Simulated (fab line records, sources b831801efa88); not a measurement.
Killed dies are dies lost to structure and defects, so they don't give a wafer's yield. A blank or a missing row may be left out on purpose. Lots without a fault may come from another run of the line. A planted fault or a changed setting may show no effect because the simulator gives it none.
fab line records | flow sky130
record lots=5 wafers=15 last_day=50
route steps=708 shown LDD_P@262 LDD_HVN@267 LDD_HVP@278 LDD_LDN@289 SPACER@304 POLY_CUT@307
lots that met no fault: from a run of the same line without faults
start_h: hours from the record's first day to the start of the lot's first wafer shown | wait_h: hours since the lot's step before | " the same as in the row above | L1.1+2: a row that stands for several wafers | - no value, or no start given | * or withheld: withheld | < > ~ a bound
route shown NAME@n: a module of which the file shows steps, and the number in the route of the first | usual: mean/standard deviation of fault-free wafers | same: alike in all rows | chamber/n: place in a boat | sites: the reading at each site | _std_site: their standard deviation | _edge_site: outer sites' mean less inner sites' | radius_mm: how far each site lies from the wafer's centre | mask NAME#n: copy n | behind: the tool/chamber that last shaped the wafer | hold: why the lot was held/for how many hours/how that ended | device: the transistor (n, p or np) that didn't switch | end of line: the same wafers' tests at the end of the route | a step without rows: its recipe alone | killed: dies lost to structure and defects at the first sort, not the wafer's yield | map: a wafer's dies, x killed, . not, _ none there
set.NAME: the setting as run; set.NAME@STEP: as run at that earlier step | model.NAME: the simulator's own value behind a step, which no gauge read
lots at some steps of the route; a table a step, a row a wafer
services: from which hour (start_h, from the record's first day; less than 0 if before it) a tool's chamber was out of use, for how many hours, and why
## steps
# step SKY_LDD_P_CD_MEAS_07
# recipe target_cd_nm=380
# usual cd_nm=379.3/2.4
# columns lot.wafer tool chamber start_h wait_h cd_nm
L075.1 cd_sem-02 - 443.08 0.2 381.5
L075.2 " - " " 380.7
L075.4 " - " " 380.8
L081.3 cd_sem-01 - 500.78 0.1 376.7
L081.5 " - " " 378.9
L081.6 " - " " 378.3
L086.1 cd_sem-01 - 543.89 0.1 376.5
L086.2 " - " " 377.9
L086.3 " - " " 378.3
L091.1 cd_sem-01 - 585.66 0.1 379.6
L091.4 " - " " 379.5
L091.6 " - " " 380.0
L094.1 cd_sem-01 - 615.14 0.1 379.6
L094.4 " - " " 376.9
L094.5 " - " " 378.4
# step SKY_LDD_P_OVL_MEAS_08
# usual LDD_P_OVL=0.3/1.3
# columns lot.wafer tool chamber start_h wait_h LDD_P_OVL[nm]
L075.1 overlay-01 - 443.20 0.1 1.5
L075.2 " - " " 1.3
L075.4 " - " " 2.0
L081.3 overlay-01 - 500.87 0.1 1.0
L081.5 " - " " -1.0
L081.6 " - " " 1.1
L086.1 overlay-02 - 544.01 0.1 0.9
L086.2 " - " " -0.1
L086.3 " - " " 1.3
L091.1 overlay-02 - 585.78 0.1 1.9
L091.4 " - " " -0.1
L091.6 " - " " 2.9
L094.1 overlay-01 - 615.26 0.1 1.7
L094.4 " - " " -0.8
L094.5 " - " " 0.0
# step SKY_LDD_P_IMPLANT_09
# recipe species=BF2 energy_kev=25.37 dose_cm2=1e+13 tilt_deg=withheld
# columns lot.wafer tool chamber start_h wait_h
L075.1+2+4 implanter-01 0 443.23 0.0
L081.3+5+6 implanter-01 0 500.94 0.1
L086.1+2+3 implanter-01 0 544.04 0.0
L091.1+4+6 implanter-04 0 585.81 0.0
L094.1+4+5 implanter-01 0 615.29 0.0
# step SKY_LDD_P_STRIP_10
# recipe chemistry=O2/N2 power_w=1400 pressure_mtorr=1500 platen_temp_c=withheld o2_flow_sccm=3000 n2_flow_sccm=300 overash_fraction=0.5
# usual drypump_motor_current_A=5.7/0.58 oes_product_au=0.716/0.0043 strip_time_to_endpoint_s=14.21/0.044
# columns lot.wafer tool chamber start_h wait_h drypump_motor_current_A oes_product_au rf_hours_counter_h strip_time_to_endpoint_s
L075.1 plasma_asher-02 0 443.38 0.1 5.8 0.715 75 14.19
L075.2 " 1 " " 6.4 0.721 75 14.19
L075.4 " 0 " " 5.8 0.713 - 14.21
L081.3 plasma_asher-01 0 501.08 0.1 4.8 0.720 - 14.19
L081.5 " 0 " " 4.8 0.711 - 14.16
L081.6 " 1 " " 5.0 0.721 - 14.18
L086.1 plasma_asher-02 1 544.19 0.1 6.4 0.716 86 14.27
L086.2 " 0 " " 5.8 0.715 86 14.31
L086.3 " 1 " " 6.4 0.716 - 14.22
L091.1 plasma_asher-02 0 585.96 0.1 5.8 0.710 91 14.26
L091.4 " 0 " " 5.8 0.716 - 14.20
L091.6 " 0 " " 5.8 0.716 - 14.23
L094.1 plasma_asher-03 1 615.44 0.1 6.1 0.714 81 14.11
L094.4 " 0 " " 6.0 0.724 - 14.18
L094.5 " 1 " " 6.0 0.716 - 14.13
# step SKY_LDD_P_TW_MEAS_11
# usual LDD_P_TW=637/3.5
# columns lot.wafer tool chamber start_h wait_h LDD_P_TW
L075.1 film_metro-01 - 443.48 0.1 639
L075.2 " - " " 641
L075.4 " - " " 641
L081.3 film_metro-04 - 501.16 0.1 635
L081.5 " - " " 631
L081.6 " - " " 638
L086.1 film_metro-04 - 544.29 0.1 638
L086.2 " - " " 637
L086.3 " - " " 635
L091.1 film_metro-03 - 586.06 0.1 637
L091.4 " - " " 641
L091.6 " - " " 645
L094.1 film_metro-03 - 615.54 0.1 639
L094.4 " - " " 637
L094.5 " - " " 642
# step SKY_LDD_HVN_DEHYDRATE_00
# recipe temp_c=200 time_s=60
# columns lot.wafer tool chamber start_h wait_h
L075.1+2+4 litho_track-01 0 458.24 14.7
L081.3+5+6 litho_track-03 0 516.41 15.2
L086.1+2+3 litho_track-01 0 558.84 14.5
L091.1+4+6 litho_track-03 0 599.56 13.5
L094.1+4+5 litho_track-03 0 628.91 13.4
# step SKY_LDD_HVN_HMDS_01
# recipe prime_time_s=60 prime_temp_c=120
# usual prime_temp_c=120.00/0.13
# columns lot.wafer tool chamber start_h wait_h prime_temp_c
L075.1 litho_track-01 0 458.39 0.1 119.86
L075.2 " 0 " " 120.06
L075.4 " 0 " " 119.90
L081.3 litho_track-03 0 516.56 0.1 119.94
L081.5 " 0 " " 119.98
L081.6 " 0 " " 120.00
L086.1 litho_track-01 0 558.99 0.1 120.07
L086.2 " 0 " " 119.74
L086.3 " 0 " " 119.86
L091.1 litho_track-03 0 599.71 0.1 119.84
L091.4 " 0 " " 119.82
L091.6 " 0 " " 119.67
L094.1 litho_track-03 0 629.06 0.1 119.89
L094.4 " 0 " " 119.78
L094.5 " 0 " " 119.77
# step SKY_LDD_HVN_COAT_02
# recipe resist=NOVOLAK spin_rpm=3000 resist_thk_nm=300
# columns lot.wafer tool chamber start_h wait_h
L075.1+2+4 litho_track-01 0 458.54 0.1
L081.3+5+6 litho_track-03 0 516.71 0.1
L086.1+2+3 litho_track-01 0 559.14 0.1
L091.1+4+6 litho_track-03 0 599.86 0.1
L094.1+4+5 litho_track-03 0 629.21 0.1
# step SKY_LDD_HVN_SOFTBAKE_03
# recipe temp_c=90 time_s=60 resist=NOVOLAK
# columns lot.wafer tool chamber start_h wait_h
L075.1+2+4 litho_track-01 0 458.69 0.1
L081.3+5+6 litho_track-03 0 516.86 0.1
L086.1+2+3 litho_track-01 0 559.29 0.1
L091.1+4+6 litho_track-03 0 600.01 0.1
L094.1+4+5 litho_track-03 0 629.36 0.1
# step SKY_LDD_HVN_EXPOSE_04
# recipe mask_id=HVNTM na=0.6 source_shape=conventional sigma_outer=0.6 polarization=unpolarized target_cd_nm=700 dose_mj=127
# same na=0.6
# columns lot.wafer tool chamber start_h wait_h mask
L075.1+2+4 iline_stepper-01 0 - - HVNTM#0
L081.3+5+6 iline_stepper-02 0 - - HVNTM#0
L086.1+2+3 iline_stepper-02 0 - - HVNTM#0
L091.1+4+6 iline_stepper-01 0 - - HVNTM#0
L094.1+4+5 iline_stepper-02 0 - - HVNTM#0
# step SKY_LDD_HVN_PEB_05
# recipe temp_c=withheld time_s=* resist=NOVOLAK
# columns lot.wafer tool chamber start_h wait_h
L075.1+2+4 litho_track-01 0 - -
L081.3+5+6 litho_track-02 0 - -
L086.1+2+3 litho_track-02 0 - -
L091.1+4+6 litho_track-02 0 - -
L094.1+4+5 litho_track-03 0 - -
# step SKY_LDD_HVN_DEVELOP_06
# recipe resist=NOVOLAK developer=TMAH develop_time_s=60 dev_temp_c=23
# columns lot.wafer tool chamber start_h wait_h
L075.1+2+4 litho_track-01 0 474.09 0.1
L081.3+5+6 litho_track-02 0 531.21 0.1
L086.1+2+3 litho_track-02 0 573.81 0.1
L091.1+4+6 litho_track-02 0 614.71 0.1
L094.1+4+5 litho_track-03 0 644.11 0.1
# step SKY_LDD_HVN_OVL_MEAS_07
# usual LDD_HVN_OVL=0.5/1.4
# columns lot.wafer tool chamber start_h wait_h LDD_HVN_OVL[nm]
L075.1 overlay-01 - 474.24 0.1 1.1
L075.2 " - " " 2.0
L075.4 " - " " 3.2
L081.3 overlay-02 - 531.32 0.1 0.2
L081.5 " - " " -1.1
L081.6 " - " " 1.2
L086.1 overlay-01 - 573.96 0.1 0.6
L086.2 " - " " 0.1
L086.3 " - " " 2.5
L091.1 overlay-01 - 614.86 0.1 0.2
L091.4 " - " " 0.1
L091.6 " - " " 0.4
L094.1 overlay-02 - 644.26 0.1 -1.7
L094.4 " - " " -2.2
L094.5 " - " " -1.2
# step SKY_LDD_HVN_IMPLANT_08
# recipe species=P energy_kev=60 dose_cm2=3e+13 tilt_deg=40
# columns lot.wafer tool chamber start_h wait_h
L075.1+2+4 implanter-04 0 474.27 0.0
L081.3+5+6 implanter-01 0 531.45 0.1
L086.1+2+3 implanter-04 0 574.00 0.0
L091.1+4+6 implanter-04 0 614.90 0.0
L094.1+4+5 implanter-04 0 644.30 0.0
# step SKY_LDD_HVN_STRIP_09
# recipe chemistry=O2/N2 power_w=1400 pressure_mtorr=1500 platen_temp_c=withheld o2_flow_sccm=3000 n2_flow_sccm=300 overash_fraction=0.5
# usual drypump_motor_current_A=5.6/0.67 oes_product_au=0.409/0.0046 strip_time_to_endpoint_s=4.140/0.016
# columns lot.wafer tool chamber start_h wait_h drypump_motor_current_A oes_product_au rf_hours_counter_h strip_time_to_endpoint_s
L075.1 plasma_asher-04 1 474.42 0.1 5.0 0.398 35 4.110
L075.2 " 0 " " 6.3 0.409 35 4.115
L075.4 " 0 " " 6.3 0.411 - 4.134
L081.3 plasma_asher-04 0 531.68 0.2 6.4 0.412 - 4.151
L081.5 " 1 " " 4.9 0.411 - 4.140
L081.6 " 0 " " 6.4 0.400 - 4.159
L086.1 plasma_asher-02 0 574.15 0.1 5.8 0.408 89 4.153
L086.2 " 1 " " 6.4 0.406 89 4.134
L086.3 " 0 " " 5.8 0.403 - 4.143
L091.1 plasma_asher-02 0 615.05 0.1 5.8 0.401 93 4.147
L091.4 " 0 " " 5.8 0.415 - 4.145
L091.6 " 1 " " 6.4 0.405 - 4.145
L094.1 plasma_asher-04 1 644.45 0.1 5.0 0.407 53 4.114
L094.4 " 0 " " 6.3 0.409 - 4.138
L094.5 " 0 " " 6.4 0.408 - 4.128
# step SKY_LDD_HVN_TW_MEAS_10
# usual LDD_HVN_TW=1438/9.8
# columns lot.wafer tool chamber start_h wait_h LDD_HVN_TW
L075.1 film_metro-02 - 474.52 0.1 1447
L075.2 " - " " 1455
L075.4 " - " " 1454
L081.3 film_metro-01 - 531.77 0.1 1435
L081.5 " - " " 1436
L081.6 " - " " 1449
L086.1 film_metro-02 - 574.25 0.1 1450
L086.2 " - " " 1454
L086.3 " - " " 1455
L091.1 film_metro-04 - 615.15 0.1 1428
L091.4 " - " " 1424
L091.6 " - " " 1433
L094.1 film_metro-04 - 644.55 0.1 1427
L094.4 " - " " 1431
L094.5 " - " " 1428
# step SKY_LDD_HVP_DEHYDRATE_00
# recipe temp_c=200 time_s=60
# columns lot.wafer tool chamber start_h wait_h
L075.1+2+4 litho_track-04 0 489.31 14.8
L081.3+5+6 litho_track-02 0 546.86 15.1
L086.1+2+3 litho_track-04 0 588.06 13.8
L091.1+4+6 litho_track-02 0 628.31 13.2
L094.1+4+5 litho_track-01 0 658.04 13.5
# step SKY_LDD_HVP_HMDS_01
# recipe prime_time_s=60 prime_temp_c=120
# usual prime_temp_c=120.00/0.14
# columns lot.wafer tool chamber start_h wait_h prime_temp_c
L075.1 litho_track-04 0 489.46 0.1 120.16
L075.2 " 0 " " 120.00
L075.4 " 0 " " 119.80
L081.3 litho_track-02 0 547.01 0.1 120.18
L081.5 " 0 " " 119.85
L081.6 " 0 " " 120.30
L086.1 litho_track-04 0 588.21 0.1 119.92
L086.2 " 0 " " 119.76
L086.3 " 0 " " 119.89
L091.1 litho_track-02 0 628.46 0.1 119.99
L091.4 " 0 " " 120.11
L091.6 " 0 " " 119.91
L094.1 litho_track-01 0 658.19 0.1 120.03
L094.4 " 0 " " 120.00
L094.5 " 0 " " 120.07
# step SKY_LDD_HVP_COAT_02
# recipe resist=NOVOLAK spin_rpm=3000 resist_thk_nm=300
# columns lot.wafer tool chamber start_h wait_h
L075.1+2+4 litho_track-04 0 489.61 0.1
L081.3+5+6 litho_track-02 0 547.16 0.1
L086.1+2+3 litho_track-04 0 588.36 0.1
L091.1+4+6 litho_track-02 0 628.61 0.1
L094.1+4+5 litho_track-01 0 658.34 0.1
# step SKY_LDD_HVP_SOFTBAKE_03
# recipe temp_c=90 time_s=60 resist=NOVOLAK
# columns lot.wafer tool chamber start_h wait_h
L075.1+2+4 litho_track-04 0 489.76 0.1
L081.3+5+6 litho_track-02 0 547.31 0.1
L086.1+2+3 litho_track-04 0 588.51 0.1
L091.1+4+6 litho_track-02 0 628.76 0.1
L094.1+4+5 litho_track-01 0 658.49 0.1
# step SKY_LDD_HVP_EXPOSE_04
# recipe mask_id=HVPTM na=0.6 source_shape=conventional sigma_outer=0.6 polarization=unpolarized target_cd_nm=700 dose_mj=86
# same na=0.6
# columns lot.wafer tool chamber start_h wait_h mask
L075.1+2+4 iline_stepper-01 0 - - HVPTM#0
L081.3+5+6 iline_stepper-02 0 - - HVPTM#0
L086.1+2+3 iline_stepper-01 0 - - HVPTM#0
L091.1+4+6 iline_stepper-02 0 - - HVPTM#0
L094.1+4+5 iline_stepper-01 0 - - HVPTM#0
# step SKY_LDD_HVP_PEB_05
# recipe temp_c=withheld time_s=* resist=NOVOLAK
# columns lot.wafer tool chamber start_h wait_h
L075.1+2+4 litho_track-02 0 - -
L081.3+5+6 litho_track-04 0 - -
L086.1+2+3 litho_track-04 0 - -
L091.1+4+6 litho_track-02 0 - -
L094.1+4+5 litho_track-04 0 - -
# step SKY_LDD_HVP_DEVELOP_06
# recipe resist=NOVOLAK developer=TMAH develop_time_s=60 dev_temp_c=23
# columns lot.wafer tool chamber start_h wait_h
L075.1+2+4 litho_track-02 0 504.61 0.1
L081.3+5+6 litho_track-04 0 561.96 0.1
L086.1+2+3 litho_track-04 0 602.91 0.1
L091.1+4+6 litho_track-02 0 643.86 0.1
L094.1+4+5 litho_track-04 0 672.71 0.1
# step SKY_LDD_HVP_OVL_MEAS_07
# usual LDD_HVP_OVL=-0.3/1.4
# columns lot.wafer tool chamber start_h wait_h LDD_HVP_OVL[nm]
L075.1 overlay-02 - 504.76 0.1 -2.9
L075.2 " - " " 0.3
L075.4 " - " " -2.4
L081.3 overlay-01 - 562.07 0.1 -1.2
L081.5 " - " " 0.9
L081.6 " - " " 2.6
L086.1 overlay-02 - 603.06 0.1 -1.0
L086.2 " - " " -2.5
L086.3 " - " " -0.6
L091.1 overlay-01 - 644.01 0.1 0.5
L091.4 " - " " 1.5
L091.6 " - " " 0.2
L094.1 overlay-02 - 672.86 0.1 0.5
L094.4 " - " " -1.0
L094.5 " - " " -1.2
# step SKY_LDD_HVP_IMPLANT_08
# recipe species=B energy_kev=20 dose_cm2=1.7e+13 tilt_deg=17.9
# columns lot.wafer tool chamber start_h wait_h
L075.1+2+4 implanter-02 0 504.80 0.0
L081.3+5+6 implanter-03 0 562.14 0.1
L086.1+2+3 implanter-01 0 603.09 0.0
L091.1+4+6 implanter-01 0 644.05 0.0
L094.1+4+5 implanter-01 0 672.89 0.0
# step SKY_LDD_HVP_STRIP_09
# recipe chemistry=O2/N2 power_w=1400 pressure_mtorr=1500 platen_temp_c=withheld o2_flow_sccm=3000 n2_flow_sccm=300 overash_fraction=0.5
# usual drypump_motor_current_A=5.5/0.65 oes_product_au=0.409/0.0042 strip_time_to_endpoint_s=4.139/0.014
# columns lot.wafer tool chamber start_h wait_h drypump_motor_current_A oes_product_au rf_hours_counter_h strip_time_to_endpoint_s
L075.1 plasma_asher-04 1 504.95 0.1 4.9 0.409 39 4.138
L075.2 " 0 " " 6.3 0.409 39 4.134
L075.4 " 0 " " 6.4 0.414 - 4.134
L081.3 plasma_asher-04 0 562.28 0.1 6.4 0.403 - 4.136
L081.5 " 1 " " 4.9 0.408 - 4.112
L081.6 " 0 " " 6.3 0.401 - 4.123
L086.1 plasma_asher-04 0 603.24 0.1 6.3 0.407 50 4.148
L086.2 " 1 " " 4.9 0.408 50 4.147
L086.3 " 1 " " 5.0 0.415 - 4.145
L091.1 plasma_asher-01 0 644.20 0.1 4.8 0.406 17 4.123
L091.4 " 1 " " 5.0 0.409 - 4.141
L091.6 " 1 " " 5.0 0.408 - 4.117
L094.1 plasma_asher-01 1 673.04 0.1 5.0 0.406 19 4.153
L094.4 " 0 " " 4.8 0.404 - 4.146
L094.5 " 1 " " 5.0 0.410 - 4.147
# step SKY_LDD_HVP_TW_MEAS_10
# usual LDD_HVP_TW=455.9/2.9
# columns lot.wafer tool chamber start_h wait_h LDD_HVP_TW
L075.1 film_metro-04 - 505.05 0.1 452.5
L075.2 " - " " 451.9
L075.4 " - " " 450.6
L081.3 film_metro-02 - 562.36 0.1 459.3
L081.5 " - " " 459.9
L081.6 " - " " 459.2
L086.1 film_metro-03 - 603.34 0.1 460.0
L086.2 " - " " 458.4
L086.3 " - " " 457.7
L091.1 film_metro-04 - 644.30 0.1 454.6
L091.4 " - " " 456.3
L091.6 " - " " 451.7
L094.1 film_metro-02 - 673.14 0.1 455.4
L094.4 " - " " 455.5
L094.5 " - " " 456.9
# step SKY_LDD_LDN_DEHYDRATE_00
# recipe temp_c=200 time_s=60
# columns lot.wafer tool chamber start_h wait_h
L075.1+2+4 litho_track-02 0 520.56 15.5
L081.3+5+6 litho_track-02 0 577.16 14.8
L086.1+2+3 litho_track-02 0 616.96 13.6
L091.1+4+6 litho_track-04 0 657.66 13.4
L094.1+4+5 litho_track-04 0 686.36 13.2
# step SKY_LDD_LDN_HMDS_01
# recipe prime_time_s=60 prime_temp_c=120
# usual prime_temp_c=120.03/0.11
# columns lot.wafer tool chamber start_h wait_h prime_temp_c
L075.1 litho_track-02 0 520.71 0.1 119.91
L075.2 " 0 " " 119.92
L075.4 " 0 " " 120.05
L081.3 litho_track-02 0 577.31 0.1 120.18
L081.5 " 0 " " 119.90
L081.6 " 0 " " 119.91
L086.1 litho_track-02 0 617.11 0.1 120.07
L086.2 " 0 " " 120.08
L086.3 " 0 " " 119.95
L091.1 litho_track-04 0 657.81 0.1 120.10
L091.4 " 0 " " 119.98
L091.6 " 0 " " 120.05
L094.1 litho_track-04 0 686.51 0.1 120.06
L094.4 " 0 " " 119.99
L094.5 " 0 " " 120.01
# step SKY_LDD_LDN_COAT_02
# recipe resist=NOVOLAK spin_rpm=3000 resist_thk_nm=1140
# columns lot.wafer tool chamber start_h wait_h
L075.1+2+4 litho_track-02 0 520.86 0.1
L081.3+5+6 litho_track-02 0 577.46 0.1
L086.1+2+3 litho_track-02 0 617.26 0.1
L091.1+4+6 litho_track-04 0 657.96 0.1
L094.1+4+5 litho_track-04 0 686.66 0.1
# step SKY_LDD_LDN_SOFTBAKE_03
# recipe temp_c=90 time_s=60 resist=NOVOLAK
# columns lot.wafer tool chamber start_h wait_h
L075.1+2+4 litho_track-02 0 521.01 0.1
L081.3+5+6 litho_track-02 0 577.61 0.1
L086.1+2+3 litho_track-02 0 617.41 0.1
L091.1+4+6 litho_track-04 0 658.11 0.1
L094.1+4+5 litho_track-04 0 686.81 0.1
# step SKY_LDD_LDN_EXPOSE_04
# recipe mask_id=LDNTM na=0.6 source_shape=conventional sigma_outer=0.6 polarization=unpolarized target_cd_nm=700 dose_mj=140
# same na=0.6
# columns lot.wafer tool chamber start_h wait_h mask
L075.1+2+4 iline_stepper-02 0 - - LDNTM#0
L081.3+5+6 iline_stepper-01 0 - - LDNTM#0
L086.1+2+3 iline_stepper-01 0 - - LDNTM#0
L091.1+4+6 iline_stepper-02 0 - - LDNTM#0
L094.1+4+5 iline_stepper-01 0 - - LDNTM#0
# step SKY_LDD_LDN_PEB_05
# recipe temp_c=withheld time_s=* resist=NOVOLAK
# columns lot.wafer tool chamber start_h wait_h
L075.1+2+4 litho_track-02 0 - -
L081.3+5+6 litho_track-02 0 - -
L086.1+2+3 litho_track-04 0 - -
L091.1+4+6 litho_track-04 0 - -
L094.1+4+5 litho_track-02 0 - -
# step SKY_LDD_LDN_DEVELOP_06
# recipe resist=NOVOLAK developer=TMAH develop_time_s=60 dev_temp_c=23
# columns lot.wafer tool chamber start_h wait_h
L075.1+2+4 litho_track-02 0 535.21 0.1
L081.3+5+6 litho_track-02 0 591.36 0.1
L086.1+2+3 litho_track-04 0 631.51 0.1
L091.1+4+6 litho_track-04 0 672.41 0.1
L094.1+4+5 litho_track-02 0 701.36 0.1
# step SKY_LDD_LDN_OVL_MEAS_07
# usual LDD_LDN_OVL=-0.2/1.2
# columns lot.wafer tool chamber start_h wait_h LDD_LDN_OVL[nm]
L075.1 overlay-02 - 535.36 0.1 -1.3
L075.2 " - " " -1.5
L075.4 " - " " 1.1
L081.3 overlay-02 - 591.47 0.1 -0.3
L081.5 " - " " 0.3
L081.6 " - " " -2.2
L086.1 overlay-02 - 631.66 0.1 -1.8
L086.2 " - " " -2.2
L086.3 " - " " -2.5
L091.1 overlay-02 - 672.56 0.1 1.0
L091.4 " - " " -0.7
L091.6 " - " " 0.2
L094.1 overlay-02 - 701.51 0.1 0.3
L094.4 " - " " 1.3
L094.5 " - " " 0.1
# step SKY_LDD_LDN_IMPLANT_08
# recipe species=As energy_kev=15 dose_cm2=1.25e+13 tilt_deg=withheld rotation_deg=23
# columns lot.wafer tool chamber start_h wait_h
L075.1+2+4 implanter-04 0 535.40 0.0
L081.3+5+6 implanter-04 0 591.55 0.1
L086.1+2+3 implanter-03 0 631.69 0.0
L091.1+4+6 implanter-02 0 672.60 0.0
L094.1+4+5 implanter-03 0 701.55 0.0
# step SKY_LDD_LDN_IMPLANT_09
# recipe species=As energy_kev=15 dose_cm2=1.235e+13 tilt_deg=withheld rotation_deg=113
# columns lot.wafer tool chamber start_h wait_h
L075.1+2+4 implanter-04 0 535.55 0.1
L081.3+5+6 implanter-04 0 591.70 0.1
L086.1+2+3 implanter-03 0 631.84 0.1
L091.1+4+6 implanter-02 0 672.75 0.1
L094.1+4+5 implanter-03 0 701.70 0.1
# step SKY_LDD_LDN_IMPLANT_10
# recipe species=As energy_kev=15 dose_cm2=1.25e+13 tilt_deg=withheld rotation_deg=203
# columns lot.wafer tool chamber start_h wait_h
L075.1+2+4 implanter-04 0 535.70 0.1
L081.3+5+6 implanter-04 0 591.85 0.1
L086.1+2+3 implanter-03 0 631.99 0.1
L091.1+4+6 implanter-02 0 672.90 0.1
L094.1+4+5 implanter-03 0 701.85 0.1
# step SKY_LDD_LDN_IMPLANT_11
# recipe species=As energy_kev=15 dose_cm2=1.25e+13 tilt_deg=withheld rotation_deg=293
# columns lot.wafer tool chamber start_h wait_h
L075.1+2+4 implanter-04 0 535.85 0.1
L081.3+5+6 implanter-04 0 592.00 0.1
L086.1+2+3 implanter-03 0 632.14 0.1
L091.1+4+6 implanter-02 0 673.05 0.1
L094.1+4+5 implanter-03 0 702.00 0.1
# step SKY_LDD_LDN_STRIP_12
# recipe chemistry=O2/N2 power_w=1400 pressure_mtorr=1500 platen_temp_c=withheld o2_flow_sccm=3000 n2_flow_sccm=300 overash_fraction=0.5
# usual drypump_motor_current_A=5.9/0.51 oes_product_au=0.715/0.0045 strip_time_to_endpoint_s=14.19/0.039
# columns lot.wafer tool chamber start_h wait_h drypump_motor_current_A oes_product_au rf_hours_counter_h strip_time_to_endpoint_s
L075.1 plasma_asher-02 0 536.00 0.1 5.8 0.713 86 14.20
L075.2 " 1 " " 6.4 0.716 86 14.19
L075.4 " 0 " " 5.8 0.717 - 14.20
L081.3 plasma_asher-03 0 592.13 0.1 6.0 0.717 - 14.28
L081.5 " 0 " " 6.0 0.725 - 14.26
L081.6 " 1 " " 6.0 0.717 - 14.29
L086.1 plasma_asher-03 1 632.29 0.1 6.1 0.714 83 14.21
L086.2 " 0 " " 6.0 0.717 83 14.14
L086.3 " 0 " " 6.0 0.716 - 14.14
L091.1 plasma_asher-02 1 673.20 0.1 6.5 0.717 99 14.27
L091.4 " 0 " " 5.8 0.718 - 14.23
L091.6 " 0 " " 5.8 0.726 - 14.21
L094.1 plasma_asher-03 1 702.15 0.1 6.0 0.714 91 14.22
L094.4 " 0 " " 6.0 0.716 - 14.23
L094.5 " 1 " " 6.0 0.711 - 14.22
# step SKY_LDD_LDN_TW_MEAS_13
# usual LDD_LDN_TW=1483/6.7
# columns lot.wafer tool chamber start_h wait_h LDD_LDN_TW
L075.1 film_metro-03 - 536.10 0.1 1470
L075.2 " - " " 1476
L075.4 " - " " 1464
L081.3 film_metro-01 - 592.22 0.1 1486
L081.5 " - " " 1482
L081.6 " - " " 1481
L086.1 film_metro-02 - 632.39 0.1 1492
L086.2 " - " " 1480
L086.3 " - " " 1492
L091.1 film_metro-01 - 673.30 0.1 1468
L091.4 " - " " 1470
L091.6 " - " " 1476
L094.1 film_metro-03 - 702.25 0.1 1481
L094.4 " - " " 1491
L094.5 " - " " 1490
# step SKY_LDD_LDN_CLEAN_14
# recipe chemistry=SC1/SC2 mix=1:4:20 temp_c=70 time_s=150 dry=n2_spin
# columns lot.wafer tool chamber start_h wait_h
L075.1+2+4 wet_bench-04 2 536.16 0.1
L081.3+5+6 wet_bench-03 2 592.26 0.0
L086.1+2+3 wet_bench-03 0 632.45 0.1
L091.1+4+6 wet_bench-01 2 673.36 0.1
L094.1+4+5 wet_bench-01 0 702.31 0.1
# step SKY_SPACER_CVD_00
# recipe material=Si3N4 precursor=DCS/NH3 target_thk_nm=43.1 temp_c=770 time_s=740 pressure_mtorr=250
# columns lot.wafer tool chamber start_h wait_h
L075.1+2+4 lpcvd-02 0 536.21 0.0
L081.3+5+6 lpcvd-02 0 594.19 1.9
L086.1+2+3 lpcvd-02 0 632.51 0.0
L091.1+4+6 lpcvd-02 0 673.41 0.0
L094.1+4+5 lpcvd-02 0 703.59 1.2
# step SKY_SPACER_THK_MEAS_01
# recipe reads=Si3N4_of_SPACER_CVD_00
# usual SPACER_CVD_00_THK=43.1/0.44
# columns lot.wafer tool chamber start_h wait_h SPACER_CVD_00_THK[nm]
L075.1 film_metro-03 - 537.41 0.0 43.1
L075.2 " - " " 42.8
L075.4 " - " " 42.9
L081.3 film_metro-03 - 596.02 0.0 42.5
L081.5 " - " " 42.9
L081.6 " - " " 42.4
L086.1 film_metro-03 - 633.71 0.0 43.3
L086.2 " - " " 43.3
L086.3 " - " " 43.3
L091.1 film_metro-01 - 674.61 0.0 43.6
L091.4 " - " " 43.4
L091.6 " - " " 43.5
L094.1 film_metro-03 - 704.79 0.0 43.3
L094.4 " - " " 43.7
L094.5 " - " " 43.8
# step SKY_SPACER_ETCHBACK_02
# recipe chemistry=CH3F/O2 target=Si3N4 stop_on=SiO2 source_w=400 bias_w=80 pressure_mtorr=25 ch3f_flow_sccm=40 O2_flow_sccm=30 time_s=46.7 target_depth_a=450
# usual drypump_motor_current_A=5.6/0.45 oes_product_au=0.855/0.0066 throttle_valve_pct=10.562/0.0084
# columns lot.wafer tool chamber start_h wait_h drypump_motor_current_A oes_product_au rf_hours_counter_h throttle_valve_pct
L075.1 rie_diel-02 2 537.47 0.1 5.6 0.861 14 10.567
L075.2 " 1 " " 5.9 0.848 65 10.563
L075.4 " 2 " " 5.6 0.852 - 10.570
L081.3 rie_diel-02 3 596.06 0.0 5.0 0.848 16 10.550
L081.5 " 3 " " 5.0 0.859 - 10.561
L081.6 " 0 " " 5.9 0.848 - 10.551
L086.1 rie_diel-04 2 633.77 0.1 5.2 0.861 8 10.562
L086.2 " 1 " " 6.2 0.865 24 10.546
L086.3 " 0 " " 5.0 0.865 69 10.562
L091.1 rie_diel-04 3 674.67 0.1 5.4 0.856 1 10.569
L091.4 " 1 " " 6.3 0.856 26 10.574
L091.6 " 2 " " 5.2 0.856 - 10.566
L094.1 rie_diel-02 3 704.85 0.1 5.0 0.869 18 10.567
L094.4 " 2 " " 5.6 0.858 17 10.570
L094.5 " 3 " " 5.0 0.857 - 10.558
# step SKY_POLY_CUT_DEHYDRATE_00
# recipe temp_c=200 time_s=60
# columns lot.wafer tool chamber start_h wait_h
L075.1+2+4 litho_track-03 0 552.36 14.9
L081.3+5+6 litho_track-04 0 610.61 14.5
L086.1+2+3 litho_track-03 0 648.01 14.2
L091.1+4+6 litho_track-03 0 687.11 12.4
L094.1+4+5 litho_track-04 0 717.41 12.5
## services
# columns tool chamber start_h hours kind
implanter-04 - 420.06 2.9 repair
implanter-04 - 427.78 9.8 repair
implanter-03 - 449.61 8.6 repair
implanter-03 - 475.29 1.8 repair
iline_stepper-01 - 527.72 1.7 pm
iline_stepper-02 - 529.39 1.7 pm
plasma_asher-02 - 555.53 0.7 repair
implanter-03 - 556.89 4.3 repair
plasma_asher-03 - 558.32 0.5 repair
implanter-01 - 564.27 6.0 repair
plasma_asher-02 - 582.49 1.9 repair
implanter-02 - 588.94 2.9 repair
implanter-01 - 589.60 5.9 pm
implanter-04 - 632.96 1.7 repair
implanter-03 - 644.75 2.9 repair
implanter-02 - 650.57 4.3 pm
iline_stepper-02 - 651.75 4.4 pm
implanter-01 - 668.04 3.4 repair
implanter-04 - 668.29 3.2 pm
implanter-03 - 670.92 2.3 repair
plasma_asher-04 - 675.47 1.3 repair
iline_stepper-02 - 686.22 12.4 repair
implanter-02 - 707.47 1.4 repair
implanter-01 - 708.97 1.9 repair
## key
fault none
